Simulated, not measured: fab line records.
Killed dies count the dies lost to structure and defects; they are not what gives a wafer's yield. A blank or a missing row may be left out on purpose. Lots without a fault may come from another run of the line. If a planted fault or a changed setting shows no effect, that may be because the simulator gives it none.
Which tool is to blame? | flow sky130 | 24 lots, 72 wafers sampled, at 4 steps of a route of 708

## WHAT THE GAUGES SHOWED, per wafer
SKY_LDD_LDN_OVL_MEAS_07. Usual: LDD_LDN_OVL typically reads -1.4 nm, with standard deviation 1.4.
lot  | measured     | on         | LDD_LDN_OVL (nm) | flag
L074 | day 22 12:28 | overlay-01 | -0.9 -1.2 -1.9   |
L075 | day 22 11:52 | overlay-02 | -0.1 -1.8 0.4    |
L076 | day 23 08:37 | overlay-01 | -0.3 0.3 0.0     |
L077 | day 24 05:19 | overlay-01 | -1.3 -1.2 0.5    |
L078 | day 24 13:31 | overlay-01 | -0.3 -2.1 -1.6   |
L080 | day 25 02:19 | overlay-02 | -0.4 -0.7 -0.5   |
L079 | day 25 04:20 | overlay-02 | -0.6 -1.9 -1.6   |
L081 | day 25 11:07 | overlay-01 | -2.4 -4.1 -3.5   |
L082 | day 25 15:10 | overlay-02 | 0.4 0.7 0.6      |
L083 | day 26 03:43 | overlay-02 | -2.0 -2.2 -1.7   |
L084 | day 26 18:22 | overlay-02 | -1.5 -1.0 -2.3   |
L085 | day 26 18:28 | overlay-01 | -3.6 -2.5 -3.0   |
L086 | day 27 06:43 | overlay-01 | 1.7 1.0 -0.2     |
L087 | day 27 13:38 | overlay-01 | -1.4 0.0 -2.0    |
L088 | day 27 20:22 | overlay-01 | -0.6 -1.2 -2.0   |
L089 | day 27 22:43 | overlay-02 | -1.8 -2.4 -1.5   |
L090 | day 28 09:04 | overlay-01 | -2.9 -4.3 -1.8   |
L091 | day 28 14:43 | overlay-01 | -2.2 -2.5 -2.1   |
L092 | day 29 06:16 | overlay-02 | -2.0 -1.6 -1.3   |
L093 | day 30 04:10 | overlay-01 | -2.2 -3.7 -1.8   |
L095 | day 30 15:16 | overlay-02 | -1.9 -1.9 -2.4   |
L096 | day 30 14:58 | overlay-02 | -2.7 -0.1 -0.2   |
L094 | day 30 17:49 | overlay-01 | -2.0 -0.1 -0.8   |
L097 | day 30 21:10 | overlay-02 | -4.5 -3.8 -2.5   |

SKY_SD_N_CD_MEAS_07: target cd 380 nm. Usual: cd-nm 380.3 nm, standard deviation 2.7.
lot  | measured     | on        | cd-nm (nm)        | flag
L074 | day 27 14:14 | cd-sem-02 | 382.2 381.7 380.3 |
L075 | day 27 12:05 | cd-sem-02 | 380.2 382.2 380.6 |
L076 | day 28 07:49 | cd-sem-01 | 382.6 381.1 380.1 |
L077 | day 29 03:40 | cd-sem-02 | 384.1 385.3 384.2 |
L078 | day 29 11:58 | cd-sem-01 | 383.0 382.7 383.9 |
L080 | day 29 23:23 | cd-sem-02 | 382.8 378.1 381.6 |
L079 | day 30 01:07 | cd-sem-02 | 383.2 385.0 381.0 |
L081 | day 30 08:08 | cd-sem-02 | 382.2 378.8 380.0 |
L082 | day 30 11:10 | cd-sem-01 | 375.1 376.8 375.8 |
L083 | day 31 00:01 | cd-sem-02 | 380.9 381.4 382.3 |
L084 | day 31 12:59 | cd-sem-02 | 378.3 377.0 376.7 |
L085 | day 31 14:49 | cd-sem-02 | 377.0 379.1 377.8 |
L086 | day 32 00:22 | cd-sem-02 | 377.1 378.1 378.7 |
L087 | day 32 08:40 | cd-sem-01 | 378.7 378.3 378.6 |
L088 | day 32 13:25 | cd-sem-02 | 380.1 382.8 380.4 |
L089 | day 32 14:44 | cd-sem-01 | 380.5 379.5 377.8 |
L090 | day 33 01:47 | cd-sem-01 | 378.7 377.3 381.8 |
L091 | day 33 07:34 | cd-sem-01 | 374.4 375.6 377.5 |
L092 | day 33 20:59 | cd-sem-02 | 377.0 377.5 381.4 |
L093 | day 34 19:19 | cd-sem-02 | 380.4 379.5 380.2 |
L095 | day 35 03:23 | cd-sem-01 | 378.7 379.2 378.4 |
L096 | day 35 04:04 | cd-sem-01 | 387.7 385.6 385.9 |
L094 | day 35 07:34 | cd-sem-01 | 383.1 381.5 382.0 |
L097 | day 35 10:35 | cd-sem-01 | 380.2 379.5 379.9 |

SKY_LI_CONTACT_OVL_MEAS_13. Usual: LI_CONTACT_OVL typically reads -1 nm, with standard deviation 5.2.
lot  | measured     | on         | LI_CONTACT_OVL (nm) | flag
L074 | day 28 21:08 | overlay-01 | 0 3 5               |
L075 | day 28 18:32 | overlay-02 | 2 -5 3              |
L076 | day 29 14:17 | overlay-02 | -7 -3 -3            |
L077 | day 30 09:28 | overlay-02 | -4 -6 -7            |
L078 | day 30 17:31 | overlay-01 | 2 5 -2              |
L080 | day 31 04:47 | overlay-02 | -4 -2 2             |
L079 | day 31 06:05 | overlay-02 | -8 1 -9             |
L081 | day 31 14:08 | overlay-01 | 7 0 -1              |
L082 | day 31 16:49 | overlay-02 | 2 0 3               |
L083 | day 32 05:14 | overlay-01 | 3 5 -2              |
L084 | day 32 17:35 | overlay-02 | 1 10 2              |
L085 | day 32 19:02 | overlay-01 | 2 4 0               |
L086 | day 33 05:29 | overlay-01 | 1 -1 5              |
L087 | day 33 13:12 | overlay-02 | 0 4 4               |
L088 | day 33 17:50 | overlay-02 | 0 6 5               |
L089 | day 33 19:05 | overlay-02 | -6 -9 -9            |
L090 | day 34 06:29 | overlay-02 | -3 -4 -4            |
L091 | day 34 10:53 | overlay-01 | 8 -2 2              |
L092 | day 35 00:38 | overlay-02 | -8 -4 -13           |
L093 | day 35 23:53 | overlay-02 | 1 7 2               |
L095 | day 36 07:38 | overlay-02 | 2 1 9               |
L096 | day 36 08:22 | overlay-01 | -4 -3 2             |
L094 | day 36 11:50 | overlay-01 | -9 -4 -11           |
L097 | day 36 15:05 | overlay-01 | -6 -2 0             |

## TOOL THAT RAN EACH LOT (tool first, then ch and the chambers of the sampled wafers, then the start)
lot  | SKY_SONOS_ONO_ETCH_15
L074 | rie-diel-04 ch 1,2,3, day 12 06:49
L075 | rie-diel-02 ch 0,1, day 12 08:16
L076 | rie-diel-04 ch 0,3, day 13 01:02
L077 | rie-diel-04 ch 0,2,3, day 13 23:25
L078 | rie-diel-01 ch 0,1, day 14 02:04
L080 | rie-diel-01 ch 1,2,3, day 14 17:58
L079 | rie-diel-04 ch 1,2,3, day 14 18:16
L081 | rie-diel-02 ch 0,2, day 15 02:41
L082 | rie-diel-02 ch 1,2,3, day 15 08:43
L083 | rie-diel-02 ch 0,1,3, day 15 13:25
L084 | rie-diel-04 ch 2,3, day 16 01:10
L085 | rie-diel-04 ch 0,3, day 16 06:28
L086 | rie-diel-02 ch 0,2,3, day 16 14:40
L087 | rie-diel-04 ch 0,2,3, day 16 21:08
L088 | rie-diel-02 ch 0,3, day 17 05:31
L089 | rie-diel-04 ch 0,2, day 17 06:55
L090 | rie-diel-02 ch 0,1,2, day 17 21:02
L091 | rie-diel-02 ch 2,3, day 18 06:10
L092 | rie-diel-01 ch 1,2,3, day 18 18:49
L093 | rie-diel-01 ch 0,2,3, day 19 05:45
L095 | rie-diel-02 ch 0,2,3, day 20 08:25
L096 | rie-diel-01 ch 0,2,3, day 20 08:43
L094 | rie-diel-04 ch 0,2,3, day 20 08:50
L097 | rie-diel-01 ch 0,2, day 20 12:20
- SKY_SONOS_ONO_ETCH_15: etches the open film in CHF3/O2, target depth 19.52 nm, time 7.8 s.

## WHAT THE TOOLS THEMSELVES READ (means of the sampled wafers that have a number; where no wafer has one, the mark that the record gives instead)
SKY_SONOS_ONO_ETCH_15. Usual: drypump-motor-current-A 5.5 A, standard deviation 0.4; oes-product-au 1.001 a.u., standard deviation 0.017; throttle-valve-pct 8.825 %, standard deviation 0.01.
lot  | tool        | drypump-motor-current-A (A) | oes-product-au (a.u.) | throttle-valve-pct (%) | flag
L074 | rie-diel-04 | 5.3                         | 1.011                 | 8.828                  |
L075 | rie-diel-02 | 5.1                         | 1.009                 | 8.834                  |
L076 | rie-diel-04 | 5.5                         | 1.015                 | 8.824                  |
L077 | rie-diel-04 | 5.5                         | 0.999                 | 8.815                  |
L078 | rie-diel-01 | 5.3                         | 1.001                 | 8.838                  |
L080 | rie-diel-01 | 5.6                         | 0.986                 | 8.813                  |
L079 | rie-diel-04 | 5.3                         | 1.003                 | 8.828                  |
L081 | rie-diel-02 | 5.8                         | 1.000                 | 8.824                  |
L082 | rie-diel-02 | 5.7                         | 1.004                 | 8.821                  |
L083 | rie-diel-02 | 5.3                         | 1.005                 | 8.835                  |
L084 | rie-diel-04 | 5.3                         | 1.013                 | 8.829                  |
L085 | rie-diel-04 | 5.5                         | 1.010                 | 8.840                  |
L086 | rie-diel-02 | 5.6                         | 1.006                 | 8.825                  |
L087 | rie-diel-04 | 5.5                         | 0.995                 | 8.822                  |
L088 | rie-diel-02 | 5.5                         | 1.026                 | 8.830                  |
L089 | rie-diel-04 | 5.4                         | 1.000                 | 8.831                  |
L090 | rie-diel-02 | 5.5                         | 1.007                 | 8.834                  |
L091 | rie-diel-02 | 5.9                         | 1.005                 | 8.820                  |
L092 | rie-diel-01 | 5.5                         | 0.979                 | 8.815                  |
L093 | rie-diel-01 | 5.7                         | 0.989                 | 8.828                  |
L095 | rie-diel-02 | 5.6                         | 1.002                 | 8.821                  |
L096 | rie-diel-01 | 5.7                         | 0.991                 | 8.820                  |
L094 | rie-diel-04 | 5.5                         | 0.993                 | 8.819                  |
L097 | rie-diel-01 | 5.5                         | 0.994                 | 8.825                  |

## THE ANSWER, worked out from the rows above alone
Rule: a lot is off if the mean of its wafers that have a number lies more than 3 standard deviations from the usual mean. Also off: a lot with no number at a reading for which 4 or more lots have one. Any other lot the step has rows for is counted as sound. Order of review: gauges by route order, followed by the tools' own readings, for which a lot's mean as printed above is used. The first step at which some lot is off is used, and at that step the reading that is off furthest; a lot without a number counts as furthest.
Nothing can be told from this: no lot is off at any reading shown.

## WHAT THE SIMULATOR PUT IN
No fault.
